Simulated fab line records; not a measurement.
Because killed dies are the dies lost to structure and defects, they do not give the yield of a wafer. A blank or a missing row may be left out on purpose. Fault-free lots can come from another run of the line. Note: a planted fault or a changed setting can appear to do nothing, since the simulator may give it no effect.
Which tool is to blame?    flow sky130    38 wafers from 13 lots sampled at 4 of the route's 708 steps

## WHAT EACH GAUGE READ, for each wafer
SKY_FIELD_ISO_CD_MEAS_13: the cd target is 150 nm.
lot   measured     on         cd-nm (nm)
L900  day 2 15:56  cd-sem-01  151.3 151.1 150.4
L901  day 2 19:19  cd-sem-02  147.7 148.4 149.9
L902  day 3 03:22  cd-sem-02  150.8 150.8 150.1
L903  day 3 07:19  cd-sem-02  148.8 149.4 148.9
L904  day 3 13:23  cd-sem-02  146.6 147.6 148.9
L905  day 3 17:30  cd-sem-01  147.0 149.1 146.6
L906  day 3 22:21  cd-sem-01  149.8 149.6 148.8
L907  day 4 02:28  cd-sem-01  148.1 149.2 148.2
L909  day 4 13:17  cd-sem-01  150.9 149.6 150.6
L910  day 4 21:59  cd-sem-02  151.7 150.7 150.7
L912  day 5 05:55  cd-sem-02  149.2 150.5 149.9
L914  day 5 16:22  cd-sem-01  152.1 149.2
L920  day 6 23:22  cd-sem-02  148.6 147.2 149.4

SKY_NWELL_THK_MEAS_02.
lot   measured     on             NWELL_OXIDATION_THK (nm)
L900  day 2 22:54  film-metro-04  10.08 10.16 10.25
L901  day 3 02:29  film-metro-04  10.44 10.38 10.28
L902  day 3 09:22  film-metro-04  9.66 9.79 9.78
L903  day 3 13:50  film-metro-04  9.93 9.95 9.95
L904  day 3 20:58  film-metro-04  10.22 10.05 10.19
L905  day 4 01:37  film-metro-04  9.87 9.58 9.76
L906  day 4 06:22  film-metro-04  10.01 9.93 9.97
L907  day 4 10:39  film-metro-01  10.16 10.14 10.06
L909  day 4 21:44  film-metro-01  9.82 9.77 9.73
L910  day 5 03:54  film-metro-01  9.87 9.97 9.88
L912  day 5 12:39  film-metro-01  9.92 9.92 9.94
L914  day 5 23:28  film-metro-01  10.10 10.18
L920  day 7 05:18  film-metro-04  10.13 10.13 10.21

## TOOL THAT RAN EACH LOT (tool first, then ch and the chambers of the sampled wafers, then the start)
lot   SKY_FIELD_ISO_STRIP_16               SKY_FIELD_ISO_CMP_27
L900  plasma-asher-04 ch 0,1, day 2 16:10  cmp-02 ch 0,1,2, day 2 20:35
L901  plasma-asher-03 ch 0,1, day 2 19:32  cmp-02 ch 1,2,3, day 3 00:11
L902  plasma-asher-03 ch 0,1, day 3 03:34  cmp-02 ch 0,1,3, day 3 06:57
L903  plasma-asher-03 ch 0,1, day 3 07:32  cmp-02 ch 0,1,3, day 3 11:30
L904  plasma-asher-03 ch 0,1, day 3 13:35  cmp-01 ch 0,1,2, day 3 16:55
L905  plasma-asher-04 ch 0,1, day 3 17:43  cmp-01 ch 0,1,3, day 3 22:43
L906  plasma-asher-02 ch 0,1, day 3 22:34  cmp-01 ch 0,1,3, day 4 02:19
L907  plasma-asher-02 ch 0,1, day 4 02:41  cmp-02 ch 0,2,3, day 4 07:52
L909  plasma-asher-02 ch 0,1, day 4 13:29  cmp-02 ch 0,3, day 4 17:43
L910  plasma-asher-02 ch 1, day 4 22:11    cmp-01 ch 0,2,3, day 5 01:32
L912  plasma-asher-04 ch 0, day 5 06:08    cmp-02 ch 1,3, day 5 09:26
L914  plasma-asher-04 ch 0, day 5 16:34    cmp-02 ch 1, day 5 20:05
L920  plasma-asher-02 ch 0,1, day 6 23:34  cmp-01 ch 0,1,2, day 7 02:58
- SKY_FIELD_ISO_STRIP_16: strips in O2/N2.
- SKY_FIELD_ISO_CMP_27: polishes, stops on Si3N4, t overpolish 16 s, target thk 457.8 nm.

## AS READ BY THE TOOLS THEMSELVES (means over the sampled wafers that have a number; for cases with no such wafer, the mark the record gives instead)
SKY_FIELD_ISO_STRIP_16.
lot   tool             drypump-motor-current-A (A)  oes-product-au (a.u.)  strip-time-to-endpoint-s (s)
L900  plasma-asher-04  5.4                          0.377                  3.559
L901  plasma-asher-03  5.8                          0.377                  3.531
L902  plasma-asher-03  5.6                          0.376                  3.563
L903  plasma-asher-03  5.8                          0.384                  3.579
L904  plasma-asher-03  5.6                          0.376                  3.539
L905  plasma-asher-04  5.2                          0.380                  3.578
L906  plasma-asher-02  5.2                          0.380                  3.513
L907  plasma-asher-02  5.6                          0.374                  3.503
L909  plasma-asher-02  5.7                          0.372                  3.551
L910  plasma-asher-02  4.8                          0.380                  3.585
L912  plasma-asher-04  5.6                          0.376                  3.573
L914  plasma-asher-04  5.6                          0.382                  3.527
L920  plasma-asher-02  5.2                          0.376                  3.543

SKY_FIELD_ISO_CMP_27.
lot   tool    motor-current-A (A)  overpolish-run-s (s)  time-to-endpoint-s (s)
L900  cmp-02  11.2                 15.998                112
L901  cmp-02  11.7                 15.998                117
L902  cmp-02  10.9                 15.993                113
L903  cmp-02  11.6                 15.999                114
L904  cmp-01  9.9                  15.992                111
L905  cmp-01  11.0                 15.994                112
L906  cmp-01  11.1                 15.988                116
L907  cmp-02  11.0                 16.005                115
L909  cmp-02  10.8                 15.995                118
L910  cmp-01  10.2                 16.009                116
L912  cmp-02  11.4                 16.001                183
L914  cmp-02  13.0                 16.006                170
L920  cmp-01  10.6                 15.997                118

## THE ANSWER, worked out from the rows above alone
Rule: what is usual is taken from the lots themselves. Put in order of their means at a reading, lots are off if they are a third of the lots or fewer, leave a main group of 4 or more, and stand apart from it by a gap of 3 or more times the standard deviation of the main group's means; of several such gaps the widest counts. The tables above print the reading to a certain number of digits; a main group whose means all agree to those digits is not used. Also off: a lot with no number at a reading for which 4 or more lots have one. Any other lot the step has rows for is counted as sound. First the gauges in route order, then the tools' own readings, where a lot's mean is used as printed above. The first step at which some lot is off is used, and at that step the reading that is off furthest; a lot without a number counts as furthest.
Off at SKY_FIELD_ISO_CMP_27 (time-to-endpoint-s): L912, L914. The main group has a mean of 115 s with a standard deviation of 2.4.
A tool fits if, at that step or a process step before it, it ran every lot that is off, and no sound lot after the first of them. This does not decide it: 2 tools fit, namely plasma-asher-04 at SKY_FIELD_ISO_STRIP_16 and cmp-02 at SKY_FIELD_ISO_CMP_27.

## WHAT WAS PUT IN BY THE SIMULATOR
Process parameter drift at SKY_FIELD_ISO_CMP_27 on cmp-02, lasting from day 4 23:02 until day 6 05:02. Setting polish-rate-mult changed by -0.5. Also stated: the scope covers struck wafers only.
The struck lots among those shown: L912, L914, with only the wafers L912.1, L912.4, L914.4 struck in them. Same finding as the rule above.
